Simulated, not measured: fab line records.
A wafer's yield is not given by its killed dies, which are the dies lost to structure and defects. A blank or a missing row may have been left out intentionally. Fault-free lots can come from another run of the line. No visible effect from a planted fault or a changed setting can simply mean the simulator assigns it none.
One fault seen from 2 desks ; flow gf180mcu ; each desk has only its own numbers; what lay behind them comes last

METROLOGY DESK
What the gauges read for every lot (on any tool): the sampled wafers with a number, averaged. If a lot's mean is further than 4 standard deviations from the usual mean, the lot is out of limits and carries the mark OUT (the distance appears in the brackets).
Columns: A = cd nm at GF_V3_CD_MEAS_14, usual 259.8 nm; B = V3_W_RS at GF_V3_RS_MEAS_24, usual 0.326 ohm/sq
lot;first seen here;A;B
L116;day 22 15:13;261.7;0.327
L117;day 22 17:58;259.3;0.328
L118;day 23 03:19;260.7;0.336
L119;day 23 20:46;259.7;0.325
L120;day 24 01:50;260.1;0.321
L121;day 24 13:33;260.6;0.327
L124;day 25 02:02;259.2;0.331
L127;day 26 09:51;254.2 (-5.1) OUT;0.326
L128;day 26 10:52;256.7;0.324
L132;day 27 17:13;259.4;0.326
L137;day 29 07:05;259.5;0.329
L138;day 29 08:13;260.7;0.327
Finding of this desk: L127 out of limits; the first was L127 at day 26 09:51, on cd nm at GF_V3_CD_MEAS_14. L116, L117, L118, L119, L120, L121, L124, L128, L132, L137, L138 stayed within limits.

TOOL OWNER'S DESK, krf scanner-01
The tool's own readings at GF_V3_EXPOSE_11 (exposes mask Via3, target cd 260 nm): means of the sampled wafers that have a number, for each lot that ran on this tool. If a lot's mean is further than 4 standard deviations from the usual mean, the lot is out of limits and carries the mark OUT (the distance appears in the brackets).
Columns: A = exposure dose mJ cm2 at GF_V3_EXPOSE_11, usual 37.95; B = reticle temp C at GF_V3_EXPOSE_11, usual 23.00 C
lot;first seen here;A;B
L119;day 23 09:49;37.93;22.90
L120;day 23 14:50;37.97;23.02
L127;day 25 23:37;37.04 (-27) OUT;23.04
L128;day 26 01:17;37.00 (-28) OUT;22.99
Finding of this desk: L127, L128 out of limits; the first was L127 at day 25 23:37, on exposure dose mJ cm2 at GF_V3_EXPOSE_11. L119, L120 stayed within limits.

PUT TOGETHER
An alarm could have come from the tool owner's desk at day 25 23:37, on L127, L128.
On L127, the metrology desk was in a position to raise an alarm at day 26 09:51.
The metrology desk has L128 on record, within its limits.
All the named lots went through GF_V3_EXPOSE_11 on krf scanner-01.

WHAT THE SIMULATOR HAD INSERTED
Process parameter drift: krf scanner-01, from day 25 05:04 on, at GF_V3_EXPOSE_11. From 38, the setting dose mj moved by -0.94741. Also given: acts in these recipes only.
Struck lots among those shown: L127, L128.
Hours from the fault's start to each desk's first reading out of limits: the tool owner's desk, 19; the metrology desk, 29.
